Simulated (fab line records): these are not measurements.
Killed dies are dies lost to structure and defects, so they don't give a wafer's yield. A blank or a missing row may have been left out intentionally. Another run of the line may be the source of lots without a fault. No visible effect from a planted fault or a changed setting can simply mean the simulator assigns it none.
Which of the tools did it? ; flow sky130 ; 33 wafers from 11 lots sampled at 3 of the route's 708 steps

## WHAT THE GAUGES SHOWED, per wafer
SKY_LI_CONTACT_THK_MEAS_01.
lot;measured;on;LI_CONTACT_HDPCVD_THK (nm)
L388;day 28 18:55;film-metro-01;922 933 920
L389;day 29 00:32;film-metro-03;930 931 935
L391;day 29 19:55;film-metro-01;924 925 928
L395;day 31 03:44;film-metro-03;931 915 918
L398;day 32 04:14;film-metro-01;1093 928 1094 1091 929 1093
L399;day 32 12:12;film-metro-02;1083 1090 924 1084 1090 924
L401;day 33 01:15;film-metro-03;928 913 918
L402;day 33 09:24;film-metro-02;933 922 935
L405;day 34 04:26;film-metro-01;933 921 928
L406;day 34 18:28;film-metro-02;937 928 930
L408;day 35 00:11;film-metro-03;931 944 923

## TOOL THAT RAN EACH LOT (tool first, then ch and the chambers of the sampled wafers, then the start)
lot;SKY_LDD_LDN_STRIP_12;SKY_LI_CONTACT_HDPCVD_00
L388;plasma-asher-04 ch 0,1, day 23 18:13;hdpcvd-01 ch 0,1,2, day 28 18:48
L389;plasma-asher-04 ch 0,1, day 24 01:13;hdpcvd-02 ch 0,1,2, day 29 00:26
L391;plasma-asher-04 ch 0,1, day 24 20:05;hdpcvd-02 ch 0,1,2, day 29 19:49
L395;plasma-asher-01 ch 0,1, day 26 07:32;hdpcvd-01 ch 0,1,2, day 31 03:38
L398;plasma-asher-02 ch 0,1, day 27 06:18;hdpcvd-02 ch 0,1,2, day 32 04:07
L399;plasma-asher-02 ch 0,1, day 27 16:54;hdpcvd-02 ch 0,2, day 32 12:05
L401;plasma-asher-01 ch 1, day 28 05:51;hdpcvd-01 ch 0,1, day 33 01:08
L402;plasma-asher-01 ch 0,1, day 28 16:08;hdpcvd-01 ch 1,2, day 33 09:18
L405;plasma-asher-04 ch 0,1, day 29 11:33;hdpcvd-01 ch 0,1,2, day 34 04:20
L406;plasma-asher-01 ch 0,1, day 30 02:48;hdpcvd-01 ch 0,1,2, day 34 18:22
L408;plasma-asher-02 ch 0,1, day 30 09:21;hdpcvd-01 ch 1,2, day 35 00:05
- SKY_LDD_LDN_STRIP_12: strips in O2/N2.
- SKY_LI_CONTACT_HDPCVD_00: deposits PSG, target thk 930 nm, time 155 s.

## THE ANSWER, worked out from the rows above alone
Rule: what is usual is taken from the lots themselves. Put in order of their means at a reading, lots are off if they are a third of the lots or fewer, leave a main group of 4 or more, and stand apart from it by a gap of 3 or more times the standard deviation of the main group's means; of several such gaps the widest counts. If all means in a main group match to the digits the tables above print for the reading, that group is not used. Also off: a lot with no number at a reading for which 4 or more lots have one. The other lots that the step has rows for count as sound.
Off: at SKY_LI_CONTACT_THK_MEAS_01 (LI_CONTACT_HDPCVD_THK), L398, L399. The main group: mean 927 nm, standard deviation 4.5.
If a tool, at a process step before that reading, ran all the lots that are off and no sound lot after the first of them, it fits. Gauges at SKY_LI_CONTACT_THK_MEAS_01: tried the same way as those tools. One candidate fits, namely hdpcvd-02 at SKY_LI_CONTACT_HDPCVD_00. A fault onset in the window from L391 (day 29 19:49, its last sound lot) to L398 (day 32 04:07, its first lot off) fits.

## WHAT THE SIMULATOR HAD PUT IN
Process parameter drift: hdpcvd-02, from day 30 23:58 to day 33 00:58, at SKY_LI_CONTACT_HDPCVD_00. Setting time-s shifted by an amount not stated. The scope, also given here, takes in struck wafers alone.
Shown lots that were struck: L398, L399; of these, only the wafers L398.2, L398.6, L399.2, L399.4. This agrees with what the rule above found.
